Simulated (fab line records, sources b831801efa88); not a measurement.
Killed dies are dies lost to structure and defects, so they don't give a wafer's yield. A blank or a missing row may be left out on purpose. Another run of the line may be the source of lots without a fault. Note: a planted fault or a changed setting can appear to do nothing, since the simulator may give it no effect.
Chamber matching    flow gf180mcu    GF_V1_CMP_04 on cmp-02: 4 sister chambers
The step polishes SiO2. 7 wafers are shown with their chamber, then 7 later ones without.

== EACH WAFER AND ITS CHAMBER ==
wafer   chamber  motorCurrentA (A)  timeToEndpointS (s)
L433.5  2        13.7               81
L438.3  1        11.1               79
L444.4  0        10.4               89
L444.5  0        10.4               84
L444.6  3        9.5                79
L445.1  1        11.8               73
L445.2  3        9.6                77

== WAFERS WITH NO CHAMBER GIVEN ==
wafer   motorCurrentA (A)  timeToEndpointS (s)
L445.4  12.9               77
L446.2  11.5               73
L446.3  9.9                77
L446.5  9.6                83
L453.1  12.0               76
L453.4  13.1               80
L453.5  13.3               81

== CHAMBER TAKEN BY EACH ==
wafer   from the rows above      in truth
L445.4  2                        2
L446.2  1                        1
L446.3  3                        3
L446.5  can't be placed: 3 or 0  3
L453.1  1                        1
L453.4  2                        2
L453.5  2                        2
Placed correctly: 6 of 7. Cannot be placed on the basis of these rows: 1; the candidates contain the true chamber in 1. 0 placed wrongly.
How it was worked out, from the rows above alone: a wafer's distance from a chamber is the root of the sum, over the readings, of the square of ((its reading less the chamber's mean) divided by the reading's scatter). If the next closest chamber is less than 2 further off than the closest, the wafer can't be placed; otherwise it belongs to the closest. For every chamber, the mean is computed from those of its wafers that are shown. The scatter: the root of (the sum of the squares of (reading less its chamber's mean) over the shown wafers, divided by (wafers less chambers)).
